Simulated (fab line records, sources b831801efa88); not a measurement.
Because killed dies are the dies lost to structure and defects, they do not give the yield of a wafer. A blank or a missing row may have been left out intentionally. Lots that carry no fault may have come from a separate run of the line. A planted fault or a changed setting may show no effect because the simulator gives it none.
Chamber matching / flow gf180mcu / cmp-02 running GF_V4_CMP_04: 4 sister chambers
The step polishes SiO2. 24 wafers are shown with their chamber, then 12 later ones without.

== WAFERS, EACH WITH ITS CHAMBER ==
wafer=L076.2; chamber=3; motorCurrentA (A)=13.8; timeToEndpointS (s)=74; retainingRingPressureFrac=0.999
wafer=L076.4; chamber=2; motorCurrentA (A)=11.7; timeToEndpointS (s)=83; retainingRingPressureFrac=0.994
wafer=L076.6; chamber=1; motorCurrentA (A)=11.9; timeToEndpointS (s)=84; retainingRingPressureFrac=0.997
wafer=L081.1; chamber=1; motorCurrentA (A)=12.0; timeToEndpointS (s)=79; retainingRingPressureFrac=1.003
wafer=L081.2; chamber=3; motorCurrentA (A)=13.7; timeToEndpointS (s)=72; retainingRingPressureFrac=1.003
wafer=L081.6; chamber=3; motorCurrentA (A)=13.8; timeToEndpointS (s)=76; retainingRingPressureFrac=0.997
wafer=L084.1; chamber=3; motorCurrentA (A)=13.4; timeToEndpointS (s)=64; retainingRingPressureFrac=1.005
wafer=L084.3; chamber=2; motorCurrentA (A)=12.0; timeToEndpointS (s)=68; retainingRingPressureFrac=1.010
wafer=L084.6; chamber=2; motorCurrentA (A)=12.1; timeToEndpointS (s)=68; retainingRingPressureFrac=1.004
wafer=L085.1; chamber=0; motorCurrentA (A)=11.6; timeToEndpointS (s)=80; retainingRingPressureFrac=1.005
wafer=L085.3; chamber=3; motorCurrentA (A)=13.6; timeToEndpointS (s)=77; retainingRingPressureFrac=1.007
wafer=L085.4; chamber=1; motorCurrentA (A)=12.6; timeToEndpointS (s)=81; retainingRingPressureFrac=1.001
wafer=L086.2; chamber=3; motorCurrentA (A)=13.7; timeToEndpointS (s)=75; retainingRingPressureFrac=1.005
wafer=L086.4; chamber=2; motorCurrentA (A)=13.0; timeToEndpointS (s)=73; retainingRingPressureFrac=1.001
wafer=L086.5; chamber=1; motorCurrentA (A)=11.3; timeToEndpointS (s)=86; retainingRingPressureFrac=1.005
wafer=L087.2; chamber=2; motorCurrentA (A)=11.4; timeToEndpointS (s)=72; retainingRingPressureFrac=1.005
wafer=L087.3; chamber=3; motorCurrentA (A)=14.2; timeToEndpointS (s)=69; retainingRingPressureFrac=0.998
wafer=L087.4; chamber=1; motorCurrentA (A)=11.7; timeToEndpointS (s)=81; retainingRingPressureFrac=1.004
wafer=L091.1; chamber=1; motorCurrentA (A)=12.1; timeToEndpointS (s)=74; retainingRingPressureFrac=1.000
wafer=L091.3; chamber=0; motorCurrentA (A)=12.0; timeToEndpointS (s)=72; retainingRingPressureFrac=0.999
wafer=L091.5; chamber=3; motorCurrentA (A)=14.0; timeToEndpointS (s)=66; retainingRingPressureFrac=0.996
wafer=L093.2; chamber=0; motorCurrentA (A)=12.3; timeToEndpointS (s)=82; retainingRingPressureFrac=1.001
wafer=L093.3; chamber=1; motorCurrentA (A)=11.7; timeToEndpointS (s)=81; retainingRingPressureFrac=1.002
wafer=L093.6; chamber=3; motorCurrentA (A)=13.1; timeToEndpointS (s)=82; retainingRingPressureFrac=0.995

SIGNATURES, as means of the wafers listed above
reading=motorCurrentA; chamber 0=11.967; chamber 1=11.900; chamber 2=12.040; chamber 3=13.700; scatter within a chamber=0.418
reading=timeToEndpointS; chamber 0=78.00; chamber 1=80.86; chamber 2=72.80; chamber 3=72.78; scatter within a chamber=5.25
reading=retainingRingPressureFrac; chamber 0=1.00167; chamber 1=1.00171; chamber 2=1.00280; chamber 3=1.00056; scatter within a chamber=0.00425
Rule: a wafer lies at a distance from a chamber equal to the root of the sum of squares, over the readings, of (its reading less the chamber's mean, divided by the reading's scatter). The wafer belongs to the nearest chamber; if the next one is less than 2 further off, it can't be placed. The scatter is the square root of a quotient: the sum, over the shown wafers, of each reading's squared deviation from its chamber's mean, divided by wafers minus chambers.

== WAFERS WITHOUT THEIR CHAMBER ==
wafer=L094.1; motorCurrentA (A)=14.6; timeToEndpointS (s)=66; retainingRingPressureFrac=1.002
wafer=L094.4; motorCurrentA (A)=11.8; timeToEndpointS (s)=85; retainingRingPressureFrac=1.000
wafer=L094.6; motorCurrentA (A)=13.4; timeToEndpointS (s)=72; retainingRingPressureFrac=1.006
wafer=L095.2; motorCurrentA (A)=13.4; timeToEndpointS (s)=65; retainingRingPressureFrac=1.000
wafer=L095.4; motorCurrentA (A)=12.0; timeToEndpointS (s)=66; retainingRingPressureFrac=0.991
wafer=L095.6; motorCurrentA (A)=13.9; timeToEndpointS (s)=71; retainingRingPressureFrac=1.009
wafer=L096.2; motorCurrentA (A)=12.3; timeToEndpointS (s)=77; retainingRingPressureFrac=0.996
wafer=L096.3; motorCurrentA (A)=12.1; timeToEndpointS (s)=61; retainingRingPressureFrac=0.988
wafer=L096.4; motorCurrentA (A)=11.2; timeToEndpointS (s)=80; retainingRingPressureFrac=1.003
wafer=L097.1; motorCurrentA (A)=11.7; timeToEndpointS (s)=83; retainingRingPressureFrac=1.002
wafer=L097.2; motorCurrentA (A)=11.6; timeToEndpointS (s)=80; retainingRingPressureFrac=0.995
wafer=L097.6; motorCurrentA (A)=12.3; timeToEndpointS (s)=91; retainingRingPressureFrac=0.996

== WHICH CHAMBER EACH WENT THROUGH ==
wafer=L094.1; from the rows above=3; in truth=3
wafer=L094.4; from the rows above=can't be placed: 1 or 0 or 2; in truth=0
wafer=L094.6; from the rows above=can't be placed: 3 or 2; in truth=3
wafer=L095.2; from the rows above=can't be placed: 3 or 2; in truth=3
wafer=L095.4; from the rows above=can't be placed: 2 or 0 or 1 or 3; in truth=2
wafer=L095.6; from the rows above=3; in truth=3
wafer=L096.2; from the rows above=can't be placed: 0 or 1 or 2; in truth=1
wafer=L096.3; from the rows above=can't be placed: 2 or 0 or 1 or 3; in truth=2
wafer=L096.4; from the rows above=can't be placed: 1 or 0 or 2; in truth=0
wafer=L097.1; from the rows above=can't be placed: 1 or 0 or 2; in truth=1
wafer=L097.2; from the rows above=can't be placed: 1 or 0 or 2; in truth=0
wafer=L097.6; from the rows above=can't be placed: 1 or 0 or 2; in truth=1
2 of 12 placed correctly. From these rows, 10 cannot be placed; in 10 the true chamber is one of the candidates. 0 placed wrongly.
